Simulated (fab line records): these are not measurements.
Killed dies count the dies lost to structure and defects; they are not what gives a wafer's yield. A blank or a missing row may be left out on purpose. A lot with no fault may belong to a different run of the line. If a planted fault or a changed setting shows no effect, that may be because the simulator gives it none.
fab line records || flow sky130
record: {"lots": 6, "wafers": 18, "last-day": 50}
route steps=708 shown RES_XHIGH@336 SD_N@342
lots with no fault: from the same line, run without faults
start-h: the number of hours between the record's first day and the start of the first shown wafer of the lot || wait-h: how many hours have passed since the lot's step before this one || " as in the row above || L1.1+2: one row covering several wafers at once || - no value, or no start given || * or withheld: withheld || < > ~ a bound
route shown NAME@n: NAME is a module with steps in the file, n the number in the route of the first one || usual: the fault-free wafers' mean and standard deviation || same: alike in all rows || chamber/n: place in a boat || sites: readings site by site || _std_site: standard deviation across them || _edge_site: outer sites' mean less inner sites' || radius-mm: for every site, how far away it sits from the centre of the wafer || mask NAME#n: copy n || behind: the most recent tool/chamber to have shaped the wafer || hold: cause of the lot's hold/its duration in hours/its outcome || device: names the non-switching transistor (n, p or np) || end of line: tests of these same wafers at the route's end || where a step has no rows: the recipe by itself || killed: the dies lost at the first sort to structure and to defects; this is not the yield of the wafer || map: a wafer's dies, x killed, . not, _ none there
set.NAME: the setting as run; set.NAME@STEP: as run at that earlier step || model.NAME: the simulator's own value behind a step, which no gauge read
lots seen at some steps along the route; tables by step, rows by wafer
services: when a tool's chamber went out of use (start-h, in hours from the record's first day, below 0 if earlier), for how many hours, and the reason
== steps ==
step: SKY_RES_XHIGH_EXPOSE_04
recipe: {"mask-id": "URPM", "na": 0.6, "source-shape": "conventional", "sigma-outer": 0.6, "polarization": "unpolarized", "target-cd-nm": 1270, "dose-mj": 140}
step: SKY_RES_XHIGH_PEB_05
recipe: {"temp-c": "withheld", "time-s": "*", "resist": "NOVOLAK"}
step: SKY_RES_XHIGH_DEVELOP_06
recipe: {"resist": "NOVOLAK", "developer": "TMAH", "develop-time-s": 60, "dev-temp-c": 23}
step: SKY_RES_XHIGH_IMPLANT_07
recipe: {"species": "BF2", "energy-kev": 20, "dose-cm2": 3.513e+14, "tilt-deg": 0}
step: SKY_RES_XHIGH_STRIP_08
recipe: {"chemistry": "O2/N2", "power-w": 1400, "pressure-mtorr": 1500, "platen-temp-c": "withheld", "o2-flow-sccm": 3000, "n2-flow-sccm": 300, "overash-fraction": 0.5}
usual: {"drypump-motor-current-A": "6.2/0.45", "o2-flow-sccm": "2999/7.8", "oes-product-au": "0.712/0.0047", "strip-time-to-endpoint-s": "14.23/0.04"}
{"lot.wafer": "L280.2", "tool": "plasma-asher-01", "chamber": 0, "start-h": 665.64, "wait-h": 0.1, "drypump-motor-current-A": 5.7, "o2-flow-sccm": 3014, "oes-product-au": 0.718, "rf-hours-counter-h": 22, "strip-time-to-endpoint-s": 14.27}
{"lot.wafer": "L280.3", "tool": "plasma-asher-01", "chamber": 0, "start-h": 665.64, "wait-h": 0.1, "drypump-motor-current-A": 5.7, "o2-flow-sccm": 3002, "oes-product-au": 0.712, "rf-hours-counter-h": "-", "strip-time-to-endpoint-s": 14.24}
{"lot.wafer": "L280.6", "tool": "plasma-asher-01", "chamber": 1, "start-h": 665.64, "wait-h": 0.1, "drypump-motor-current-A": 6.3, "o2-flow-sccm": 3002, "oes-product-au": 0.707, "rf-hours-counter-h": "-", "strip-time-to-endpoint-s": 14.25}
{"lot.wafer": "L284.1", "tool": "plasma-asher-02", "chamber": 1, "start-h": 678.30, "wait-h": 0.1, "drypump-motor-current-A": 6.0, "o2-flow-sccm": 2995, "oes-product-au": 0.716, "rf-hours-counter-h": 55, "strip-time-to-endpoint-s": 14.26}
{"lot.wafer": "L284.2", "tool": "plasma-asher-02", "chamber": 0, "start-h": 678.30, "wait-h": 0.1, "drypump-motor-current-A": 5.4, "o2-flow-sccm": 2991, "oes-product-au": 0.718, "rf-hours-counter-h": 55, "strip-time-to-endpoint-s": 14.26}
{"lot.wafer": "L284.4", "tool": "plasma-asher-02", "chamber": 1, "start-h": 678.30, "wait-h": 0.1, "drypump-motor-current-A": 6.1, "o2-flow-sccm": 2993, "oes-product-au": 0.712, "rf-hours-counter-h": "-", "strip-time-to-endpoint-s": 14.19}
{"lot.wafer": "L283.1", "tool": "plasma-asher-04", "chamber": 0, "start-h": 680.40, "wait-h": 0.1, "drypump-motor-current-A": 6.3, "o2-flow-sccm": 2997, "oes-product-au": 0.712, "rf-hours-counter-h": 96, "strip-time-to-endpoint-s": 14.20}
{"lot.wafer": "L283.2", "tool": "plasma-asher-04", "chamber": 1, "start-h": 680.40, "wait-h": 0.1, "drypump-motor-current-A": 6.8, "o2-flow-sccm": 3002, "oes-product-au": 0.719, "rf-hours-counter-h": 96, "strip-time-to-endpoint-s": 14.25}
{"lot.wafer": "L283.3", "tool": "plasma-asher-04", "chamber": 0, "start-h": 680.40, "wait-h": 0.1, "drypump-motor-current-A": 6.3, "o2-flow-sccm": 3008, "oes-product-au": 0.708, "rf-hours-counter-h": "-", "strip-time-to-endpoint-s": 14.25}
{"lot.wafer": "L289.2", "tool": "plasma-asher-02", "chamber": 1, "start-h": 716.70, "wait-h": 0.1, "drypump-motor-current-A": 6.0, "o2-flow-sccm": 2999, "oes-product-au": 0.711, "rf-hours-counter-h": 59, "strip-time-to-endpoint-s": 14.23}
{"lot.wafer": "L289.4", "tool": "plasma-asher-02", "chamber": 1, "start-h": 716.70, "wait-h": 0.1, "drypump-motor-current-A": 6.0, "o2-flow-sccm": 2991, "oes-product-au": 0.713, "rf-hours-counter-h": "-", "strip-time-to-endpoint-s": 14.22}
{"lot.wafer": "L289.6", "tool": "plasma-asher-02", "chamber": 1, "start-h": 716.70, "wait-h": 0.1, "drypump-motor-current-A": 6.0, "o2-flow-sccm": 2991, "oes-product-au": 0.710, "rf-hours-counter-h": "-", "strip-time-to-endpoint-s": 14.22}
{"lot.wafer": "L298.1", "tool": "plasma-asher-04", "chamber": 0, "start-h": 789.25, "wait-h": 0.1, "drypump-motor-current-A": 6.3, "o2-flow-sccm": 3005, "oes-product-au": 0.707, "rf-hours-counter-h": 5, "strip-time-to-endpoint-s": 14.23}
{"lot.wafer": "L298.5", "tool": "plasma-asher-04", "chamber": 1, "start-h": 789.25, "wait-h": 0.1, "drypump-motor-current-A": 6.8, "o2-flow-sccm": 3003, "oes-product-au": 0.710, "rf-hours-counter-h": "-", "strip-time-to-endpoint-s": 14.20}
{"lot.wafer": "L298.6", "tool": "plasma-asher-04", "chamber": 0, "start-h": 789.25, "wait-h": 0.1, "drypump-motor-current-A": 6.3, "o2-flow-sccm": 2994, "oes-product-au": 0.716, "rf-hours-counter-h": "-", "strip-time-to-endpoint-s": 14.24}
{"lot.wafer": "L300.2", "tool": "plasma-asher-04", "chamber": 1, "start-h": 796.80, "wait-h": 0.1, "drypump-motor-current-A": 6.8, "o2-flow-sccm": 2995, "oes-product-au": 0.709, "rf-hours-counter-h": 6, "strip-time-to-endpoint-s": 14.17}
{"lot.wafer": "L300.5", "tool": "plasma-asher-04", "chamber": 1, "start-h": 796.80, "wait-h": 0.1, "drypump-motor-current-A": 6.8, "o2-flow-sccm": 2993, "oes-product-au": 0.714, "rf-hours-counter-h": "-", "strip-time-to-endpoint-s": 14.21}
{"lot.wafer": "L300.6", "tool": "plasma-asher-04", "chamber": 0, "start-h": 796.80, "wait-h": 0.1, "drypump-motor-current-A": 6.3, "o2-flow-sccm": 3012, "oes-product-au": 0.711, "rf-hours-counter-h": "-", "strip-time-to-endpoint-s": 14.18}
step: SKY_RES_XHIGH_TW_MEAS_09
usual: {"RES_XHIGH_TW": "1629/25"}
{"lot.wafer": "L280.2", "tool": "film-metro-02", "chamber": "-", "start-h": 665.75, "wait-h": 0.1, "RES_XHIGH_TW": 1645}
{"lot.wafer": "L280.3", "tool": "film-metro-02", "chamber": "-", "start-h": 665.75, "wait-h": 0.1, "RES_XHIGH_TW": 1643}
{"lot.wafer": "L280.6", "tool": "film-metro-02", "chamber": "-", "start-h": 665.75, "wait-h": 0.1, "RES_XHIGH_TW": 1649}
{"lot.wafer": "L284.1", "tool": "film-metro-02", "chamber": "-", "start-h": 678.40, "wait-h": 0.1, "RES_XHIGH_TW": 1659}
{"lot.wafer": "L284.2", "tool": "film-metro-02", "chamber": "-", "start-h": 678.40, "wait-h": 0.1, "RES_XHIGH_TW": 1668}
{"lot.wafer": "L284.4", "tool": "film-metro-02", "chamber": "-", "start-h": 678.40, "wait-h": 0.1, "RES_XHIGH_TW": 1664}
{"lot.wafer": "L283.1", "tool": "film-metro-01", "chamber": "-", "start-h": 680.50, "wait-h": 0.1, "RES_XHIGH_TW": 1627}
{"lot.wafer": "L283.2", "tool": "film-metro-01", "chamber": "-", "start-h": 680.50, "wait-h": 0.1, "RES_XHIGH_TW": 1626}
{"lot.wafer": "L283.3", "tool": "film-metro-01", "chamber": "-", "start-h": 680.50, "wait-h": 0.1, "RES_XHIGH_TW": 1622}
{"lot.wafer": "L289.2", "tool": "film-metro-01", "chamber": "-", "start-h": 716.81, "wait-h": 0.1, "RES_XHIGH_TW": 1625}
{"lot.wafer": "L289.4", "tool": "film-metro-01", "chamber": "-", "start-h": 716.81, "wait-h": 0.1, "RES_XHIGH_TW": 1624}
{"lot.wafer": "L289.6", "tool": "film-metro-01", "chamber": "-", "start-h": 716.81, "wait-h": 0.1, "RES_XHIGH_TW": 1619}
{"lot.wafer": "L298.1", "tool": "film-metro-02", "chamber": "-", "start-h": 789.35, "wait-h": 0.1, "RES_XHIGH_TW": 1660}
{"lot.wafer": "L298.5", "tool": "film-metro-02", "chamber": "-", "start-h": 789.35, "wait-h": 0.1, "RES_XHIGH_TW": 1660}
{"lot.wafer": "L298.6", "tool": "film-metro-02", "chamber": "-", "start-h": 789.35, "wait-h": 0.1, "RES_XHIGH_TW": 1660}
{"lot.wafer": "L300.2", "tool": "film-metro-04", "chamber": "-", "start-h": 796.91, "wait-h": 0.1, "RES_XHIGH_TW": 1592}
{"lot.wafer": "L300.5", "tool": "film-metro-04", "chamber": "-", "start-h": 796.91, "wait-h": 0.1, "RES_XHIGH_TW": 1594}
{"lot.wafer": "L300.6", "tool": "film-metro-04", "chamber": "-", "start-h": 796.91, "wait-h": 0.1, "RES_XHIGH_TW": 1595}
step: SKY_SD_N_DEHYDRATE_00
recipe: {"temp-c": 200, "time-s": 60}
step: SKY_SD_N_HMDS_01
recipe: {"prime-time-s": 60, "prime-temp-c": 120}
step: SKY_SD_N_COAT_02
recipe: {"resist": "NOVOLAK", "spin-rpm": 3000, "resist-thk-nm": 1140}
step: SKY_SD_N_SOFTBAKE_03
recipe: {"temp-c": 90, "time-s": 60, "resist": "NOVOLAK"}
step: SKY_SD_N_EXPOSE_04
recipe: {"mask-id": "NSDM", "na": 0.6, "source-shape": "conventional", "sigma-outer": 0.6, "polarization": "unpolarized", "target-cd-nm": 380, "dose-mj": 141}
step: SKY_SD_N_PEB_05
recipe: {"temp-c": "withheld", "time-s": "*", "resist": "NOVOLAK"}
step: SKY_SD_N_DEVELOP_06
recipe: {"resist": "NOVOLAK", "developer": "TMAH", "develop-time-s": 60, "dev-temp-c": 23}
usual: {"chill-plate-temp-C": "23.00/0.1", "develop-time-s": "60/0"}
{"lot.wafer": "L280.2", "tool": "litho-track-02", "chamber": 0, "start-h": 693.47, "wait-h": 0.1, "chill-plate-temp-C": 23.05, "develop-time-s": 60}
{"lot.wafer": "L280.3", "tool": "litho-track-02", "chamber": 0, "start-h": 693.47, "wait-h": 0.1, "chill-plate-temp-C": 22.98, "develop-time-s": 60}
{"lot.wafer": "L280.6", "tool": "litho-track-02", "chamber": 0, "start-h": 693.47, "wait-h": 0.1, "chill-plate-temp-C": 23.05, "develop-time-s": 60}
{"lot.wafer": "L284.1", "tool": "litho-track-03", "chamber": "-", "start-h": 707.10, "wait-h": 0.1, "chill-plate-temp-C": "-", "develop-time-s": "-"}
{"lot.wafer": "L284.2", "tool": "litho-track-03", "chamber": "-", "start-h": 707.10, "wait-h": 0.1, "chill-plate-temp-C": "-", "develop-time-s": "-"}
{"lot.wafer": "L284.4", "tool": "litho-track-03", "chamber": "-", "start-h": 707.10, "wait-h": 0.1, "chill-plate-temp-C": "-", "develop-time-s": "-"}
{"lot.wafer": "L283.1", "tool": "litho-track-02", "chamber": "-", "start-h": 707.54, "wait-h": 0.1, "chill-plate-temp-C": "-", "develop-time-s": "-"}
{"lot.wafer": "L283.2", "tool": "litho-track-02", "chamber": "-", "start-h": 707.54, "wait-h": 0.1, "chill-plate-temp-C": "-", "develop-time-s": "-"}
{"lot.wafer": "L283.3", "tool": "litho-track-02", "chamber": "-", "start-h": 707.54, "wait-h": 0.1, "chill-plate-temp-C": "-", "develop-time-s": "-"}
{"lot.wafer": "L289.2", "tool": "litho-track-03", "chamber": 0, "start-h": 742.42, "wait-h": 0.1, "chill-plate-temp-C": 22.88, "develop-time-s": 60}
{"lot.wafer": "L289.4", "tool": "litho-track-03", "chamber": 0, "start-h": 742.42, "wait-h": 0.1, "chill-plate-temp-C": 23.07, "develop-time-s": 60}
{"lot.wafer": "L289.6", "tool": "litho-track-03", "chamber": 0, "start-h": 742.42, "wait-h": 0.1, "chill-plate-temp-C": 22.96, "develop-time-s": 60}
{"lot.wafer": "L298.1", "tool": "litho-track-02", "chamber": 0, "start-h": 815.79, "wait-h": 0.1, "chill-plate-temp-C": 23.05, "develop-time-s": 60}
{"lot.wafer": "L298.5", "tool": "litho-track-02", "chamber": 0, "start-h": 815.79, "wait-h": 0.1, "chill-plate-temp-C": 23.03, "develop-time-s": 60}
{"lot.wafer": "L298.6", "tool": "litho-track-02", "chamber": 0, "start-h": 815.79, "wait-h": 0.1, "chill-plate-temp-C": 23.05, "develop-time-s": 60}
{"lot.wafer": "L300.2", "tool": "litho-track-04", "chamber": 0, "start-h": 823.17, "wait-h": 0.1, "chill-plate-temp-C": 23.04, "develop-time-s": 60}
{"lot.wafer": "L300.5", "tool": "litho-track-04", "chamber": 0, "start-h": 823.17, "wait-h": 0.1, "chill-plate-temp-C": 23.06, "develop-time-s": 60}
{"lot.wafer": "L300.6", "tool": "litho-track-04", "chamber": 0, "start-h": 823.17, "wait-h": 0.1, "chill-plate-temp-C": 22.91, "develop-time-s": 60}
step: SKY_SD_N_CD_MEAS_07
recipe: {"target-cd-nm": 380}
usual: {"cd-nm": "379.6/2.9"}
{"lot.wafer": "L280.2", "tool": "cd-sem-02", "chamber": "-", "start-h": 693.61, "wait-h": 0.1, "cd-nm": 380.6}
{"lot.wafer": "L280.3", "tool": "cd-sem-02", "chamber": "-", "start-h": 693.61, "wait-h": 0.1, "cd-nm": 381.7}
{"lot.wafer": "L280.6", "tool": "cd-sem-02", "chamber": "-", "start-h": 693.61, "wait-h": 0.1, "cd-nm": 382.4}
{"lot.wafer": "L284.1", "tool": "cd-sem-02", "chamber": "-", "start-h": 707.25, "wait-h": 0.1, "cd-nm": "-"}
{"lot.wafer": "L284.2", "tool": "cd-sem-02", "chamber": "-", "start-h": 707.25, "wait-h": 0.1, "cd-nm": "-"}
{"lot.wafer": "L284.4", "tool": "cd-sem-02", "chamber": "-", "start-h": 707.25, "wait-h": 0.1, "cd-nm": "-"}
{"lot.wafer": "L283.1", "tool": "cd-sem-01", "chamber": "-", "start-h": 707.69, "wait-h": 0.1, "cd-nm": "-"}
{"lot.wafer": "L283.2", "tool": "cd-sem-01", "chamber": "-", "start-h": 707.69, "wait-h": 0.1, "cd-nm": "-"}
{"lot.wafer": "L283.3", "tool": "cd-sem-01", "chamber": "-", "start-h": 707.69, "wait-h": 0.1, "cd-nm": "-"}
{"lot.wafer": "L289.2", "tool": "cd-sem-02", "chamber": "-", "start-h": 742.57, "wait-h": 0.1, "cd-nm": 380.1}
{"lot.wafer": "L289.4", "tool": "cd-sem-02", "chamber": "-", "start-h": 742.57, "wait-h": 0.1, "cd-nm": 382.3}
{"lot.wafer": "L289.6", "tool": "cd-sem-02", "chamber": "-", "start-h": 742.57, "wait-h": 0.1, "cd-nm": 380.4}
{"lot.wafer": "L298.1", "tool": "cd-sem-02", "chamber": "-", "start-h": 815.94, "wait-h": 0.1, "cd-nm": 380.1}
{"lot.wafer": "L298.5", "tool": "cd-sem-02", "chamber": "-", "start-h": 815.94, "wait-h": 0.1, "cd-nm": 379.5}
{"lot.wafer": "L298.6", "tool": "cd-sem-02", "chamber": "-", "start-h": 815.94, "wait-h": 0.1, "cd-nm": 378.2}
{"lot.wafer": "L300.2", "tool": "cd-sem-02", "chamber": "-", "start-h": 823.31, "wait-h": 0.1, "cd-nm": 380.2}
{"lot.wafer": "L300.5", "tool": "cd-sem-02", "chamber": "-", "start-h": 823.31, "wait-h": 0.1, "cd-nm": 380.1}
{"lot.wafer": "L300.6", "tool": "cd-sem-02", "chamber": "-", "start-h": 823.31, "wait-h": 0.1, "cd-nm": 382.4}
== services ==
{"tool": "plasma-asher-04", "chamber": "-", "start-h": 733.75, "hours": 9.0, "kind": "pm"}
{"tool": "plasma-asher-04", "chamber": 0, "start-h": 733.75, "hours": 9.0, "kind": "vent-cycle"}
{"tool": "plasma-asher-04", "chamber": 1, "start-h": 733.75, "hours": 9.0, "kind": "vent-cycle"}
{"tool": "plasma-asher-01", "chamber": "-", "start-h": 734.53, "hours": 14.6, "kind": "pm"}
{"tool": "plasma-asher-04", "chamber": 0, "start-h": 742.75, "hours": "-", "kind": "clean"}
{"tool": "plasma-asher-04", "chamber": 1, "start-h": 742.75, "hours": "-", "kind": "clean"}
{"tool": "plasma-asher-02", "chamber": "-", "start-h": 795.95, "hours": 7.0, "kind": "repair"}
== key ==
first-sign: {"step": "SKY_SD_N_DEVELOP_06", "reading": "tool-record", "direction": "missing"}
effect none on later readings
met-at SKY_SD_N_DEVELOP_06
struck-wafers L283.1,L283.2,L283.3,L284.1,L284.2,L284.4
rows-end L284.4
sort-left-out L283.1,L283.2,L283.3,L284.1,L284.2
tester-left-out L283,L284
onset-between 693.47 707.10
fault: {"kind": "skipped-step-whole", "tool": "litho-track-02,litho-track-03", "chamber": "-", "onset-h": 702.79, "steps": "SKY_SD_N_DEVELOP_06", "scope": "struck-lots-only"}
tester-left-out: of these lots the tester's yield and bins aren't shown, on N5 and GAA mostly nor the transistor test; their killed dies are dies lost to structure and defects alone, not to doping, threshold or leakage, so they don't give the yield
sort-left-out: the simulated sort isn't trusted on such a fault, so these wafers' sort isn't shown, and their yield isn't known
rows-end: these wafers met a further fault down the route, and their rows from its step on are left out
